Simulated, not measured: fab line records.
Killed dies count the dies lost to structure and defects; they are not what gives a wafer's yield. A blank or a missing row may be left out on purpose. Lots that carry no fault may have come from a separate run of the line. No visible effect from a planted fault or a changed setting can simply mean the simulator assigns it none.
Matching of chambers :: flow sky130 :: SKY_CONTACT_CMP_04 on cmp-02: 4 sister chambers
The step polishes SiO2. 8 wafers are shown with their chamber, then 7 later ones without.

== WAFERS, EACH WITH ITS CHAMBER ==
wafer: L785.5
chamber: 3
motor_current_A (A): 11.1
time_to_endpoint_s (s): 84

wafer: L786.1
chamber: 3
motor_current_A (A): 11.5
time_to_endpoint_s (s): 83

wafer: L786.3
chamber: 1
motor_current_A (A): 9.4
time_to_endpoint_s (s): 78

wafer: L787.6
chamber: 0
motor_current_A (A): 11.5
time_to_endpoint_s (s): 85

wafer: L792.1
chamber: 0
motor_current_A (A): 11.8
time_to_endpoint_s (s): 83

wafer: L792.5
chamber: 1
motor_current_A (A): 9.0
time_to_endpoint_s (s): 73

wafer: L792.6
chamber: 2
motor_current_A (A): 13.0
time_to_endpoint_s (s): 78

wafer: L793.1
chamber: 2
motor_current_A (A): 12.4
time_to_endpoint_s (s): 79

== WAFERS WITH NO CHAMBER GIVEN ==
wafer: L793.2
motor_current_A (A): 11.4
time_to_endpoint_s (s): 88

wafer: L793.6
motor_current_A (A): 11.8
time_to_endpoint_s (s): 89

wafer: L795.1
motor_current_A (A): 11.7
time_to_endpoint_s (s): 83

wafer: L795.2
motor_current_A (A): 11.3
time_to_endpoint_s (s): 80

wafer: L795.6
motor_current_A (A): 9.3
time_to_endpoint_s (s): 76

wafer: L800.2
motor_current_A (A): 11.6
time_to_endpoint_s (s): 91

wafer: L800.3
motor_current_A (A): 9.5
time_to_endpoint_s (s): 85

== EACH ONE'S CHAMBER ==
wafer: L793.2
from the rows above: can't be placed: 0 or 3
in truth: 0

wafer: L793.6
from the rows above: can't be placed: 0 or 3
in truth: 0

wafer: L795.1
from the rows above: can't be placed: 0 or 3
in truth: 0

wafer: L795.2
from the rows above: can't be placed: 3 or 0
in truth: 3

wafer: L795.6
from the rows above: 1
in truth: 1

wafer: L800.2
from the rows above: can't be placed: 0 or 3
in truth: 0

wafer: L800.3
from the rows above: can't be placed: 1 or 3
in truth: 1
Placed correctly: 1 of 7. Not placeable from these rows: 6 (in 6, the candidates include the true chamber). Placed wrongly: 0.
How it was worked out, from the rows above alone: a wafer's distance from a chamber is the root of the sum, over the readings, of the square of ((its reading less the chamber's mean) divided by the reading's scatter). If the next closest chamber is less than 2 further off than the closest, the wafer can't be placed; otherwise it belongs to the closest. Each chamber's mean is taken over the wafers shown for it. The scatter: the root of (the sum of the squares of (reading less its chamber's mean) over the shown wafers, divided by (wafers less chambers)).
